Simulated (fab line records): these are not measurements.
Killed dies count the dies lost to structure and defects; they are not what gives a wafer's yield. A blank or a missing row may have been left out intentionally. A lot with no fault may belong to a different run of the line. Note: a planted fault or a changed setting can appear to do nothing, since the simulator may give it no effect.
Which of the tools did it? + flow sky130 + Sampling: 11 lots, 33 wafers, 3 of 708 route steps

== WHAT THE GAUGES SHOWED, per wafer ==
SKY_METAL5_RS_MEAS_05: uses a four-point probe to measure. Usual: METAL5_ALCU_RS gives 0.02708 ohm/sq (standard deviation 0.00028).
| lot  | measured     | on            | METAL5_ALCU_RS (ohm/sq) | flag |
|------|--------------|---------------|-------------------------|------|
| L557 | day 43 06:41 | film-metro-01 | 0.02684 0.02702 0.02689 |      |
| L558 | day 43 10:09 | film-metro-02 | 0.02679 0.02686 0.02686 |      |
| L560 | day 44 00:10 | film-metro-02 | 0.02673 0.02681 0.02676 |      |
| L567 | day 45 20:45 | film-metro-02 | 0.02759 0.02775 0.02777 |      |
| L568 | day 46 03:14 | film-metro-02 | 0.02701 0.02692 0.02704 |      |
| L570 | day 46 13:51 | film-metro-01 | 0.02702 0.0268 0.02679  |      |
| L572 | day 47 01:37 | film-metro-03 | 0.02725 0.02707 0.02721 |      |
| L573 | day 47 10:05 | film-metro-01 | 0.02667 0.02687 0.02695 |      |
| L575 | day 47 17:04 | film-metro-02 | 0.02734 0.02726 0.02734 |      |
| L576 | day 47 22:16 | film-metro-01 | 0.02648 0.02654 0.02648 |      |
| L579 | day 48 16:22 | film-metro-02 | 0.02745 0.02739 0.02754 |      |

== WHAT TOOL EACH LOT RAN ON (gives the tool, then ch and the chambers of the sampled wafers, and finally the start) ==
| lot  | SKY_METAL4_ETCH_17                 | SKY_METAL4_METAL_ETCH_18          |
|------|------------------------------------|-----------------------------------|
| L557 | rie-diel-03 ch 0,1,3, day 42 04:47 | rie-metal-02 ch 0,1, day 42 04:48 |
| L558 | rie-diel-01 ch 0,2, day 42 08:29   | rie-metal-02 ch 1, day 42 08:30   |
| L560 | rie-diel-01 ch 0,1,2, day 42 22:17 | rie-metal-04 ch 0,1, day 42 22:17 |
| L567 | rie-diel-02 ch 0,2, day 44 20:05   | rie-metal-02 ch 0,1, day 44 20:06 |
| L568 | rie-diel-03 ch 0,1,3, day 45 03:02 | rie-metal-02 ch 0,1, day 45 03:03 |
| L570 | rie-diel-01 ch 0,1, day 45 14:50   | rie-metal-01 ch 0, day 45 14:51   |
| L572 | rie-diel-02 ch 0,1,2, day 46 01:38 | rie-metal-02 ch 1, day 46 01:38   |
| L573 | rie-diel-03 ch 0,1,3, day 46 10:23 | rie-metal-01 ch 0,1, day 46 10:24 |
| L575 | rie-diel-02 ch 0,2,3, day 46 17:05 | rie-metal-02 ch 0,1, day 46 17:06 |
| L576 | rie-diel-03 ch 0,1,3, day 46 23:31 | rie-metal-01 ch 0,1, day 46 23:32 |
| L579 | rie-diel-03 ch 1,2, day 47 17:32   | rie-metal-01 ch 0,1, day 47 17:33 |
- SKY_METAL4_ETCH_17: etches SiO2 in C4F8/O2/Ar, stops on TiN, time 3.9 s, target depth 15 nm.
- SKY_METAL4_METAL_ETCH_18: etches the open film in Cl2/BCl3, stops on SiO2, target depth 845 nm, time 183.1 s.

== WHAT THE TOOLS THEMSELVES READ (means of the sampled wafers that have a number; where no wafer has one, the mark that the record gives instead) ==
SKY_METAL4_ETCH_17. Usual: oes-product-au reads 0.754 a.u. (standard deviation 0.0068).
| lot  | tool        | oes-product-au (a.u.) | flag |
|------|-------------|-----------------------|------|
| L557 | rie-diel-03 | 0.762                 |      |
| L558 | rie-diel-01 | 0.750                 |      |
| L560 | rie-diel-01 | 0.749                 |      |
| L567 | rie-diel-02 | 0.756                 |      |
| L568 | rie-diel-03 | 0.753                 |      |
| L570 | rie-diel-01 | 0.751                 |      |
| L572 | rie-diel-02 | 0.760                 |      |
| L573 | rie-diel-03 | 0.753                 |      |
| L575 | rie-diel-02 | 0.753                 |      |
| L576 | rie-diel-03 | 0.751                 |      |
| L579 | rie-diel-03 | 0.752                 |      |

SKY_METAL4_METAL_ETCH_18. Usual: drypump-motor-current-A 6.16 A, standard deviation 0.24; oes-product-au 0.865 a.u., standard deviation 0.006; throttle-valve-pct 22.266 %, standard deviation 0.0096.
| lot  | tool         | drypump-motor-current-A (A) | oes-product-au (a.u.) | throttle-valve-pct (%) | flag |
|------|--------------|-----------------------------|-----------------------|------------------------|------|
| L557 | rie-metal-02 | 6.10                        | 0.868                 | 22.266                 |      |
| L558 | rie-metal-02 | 6.22                        | 0.868                 | 22.264                 |      |
| L560 | rie-metal-04 | 5.80                        | 0.860                 | 22.271                 |      |
| L567 | rie-metal-02 | 6.12                        | 0.870                 | 22.268                 |      |
| L568 | rie-metal-02 | 6.18                        | 0.866                 | 22.269                 |      |
| L570 | rie-metal-01 | 6.12                        | 0.864                 | 22.260                 |      |
| L572 | rie-metal-02 | 6.26                        | 0.866                 | 22.255                 |      |
| L573 | rie-metal-01 | 6.27                        | 0.871                 | 22.274                 |      |
| L575 | rie-metal-02 | 6.17                        | 0.867                 | 22.270                 |      |
| L576 | rie-metal-01 | 6.46                        | 0.866                 | 22.269                 |      |
| L579 | rie-metal-01 | 6.40                        | 0.864                 | 22.270                 |      |

== THE ANSWER, worked out from the rows above alone ==
Rule: lot off if the mean of its wafers having a number is beyond 3 standard deviations from the usual mean. Also off: a lot with no number at a reading for which 4 or more lots have one. All remaining lots with rows at the step are treated as sound. Order of review: gauges by route order, followed by the tools' own readings, for which a lot's mean as printed above is used. The first step at which some lot is off is used, and at that step the reading that is off furthest; a lot without a number counts as furthest.
None of the lots is off at any reading shown; this tells nothing.

== WHAT THE SIMULATOR PUT IN ==
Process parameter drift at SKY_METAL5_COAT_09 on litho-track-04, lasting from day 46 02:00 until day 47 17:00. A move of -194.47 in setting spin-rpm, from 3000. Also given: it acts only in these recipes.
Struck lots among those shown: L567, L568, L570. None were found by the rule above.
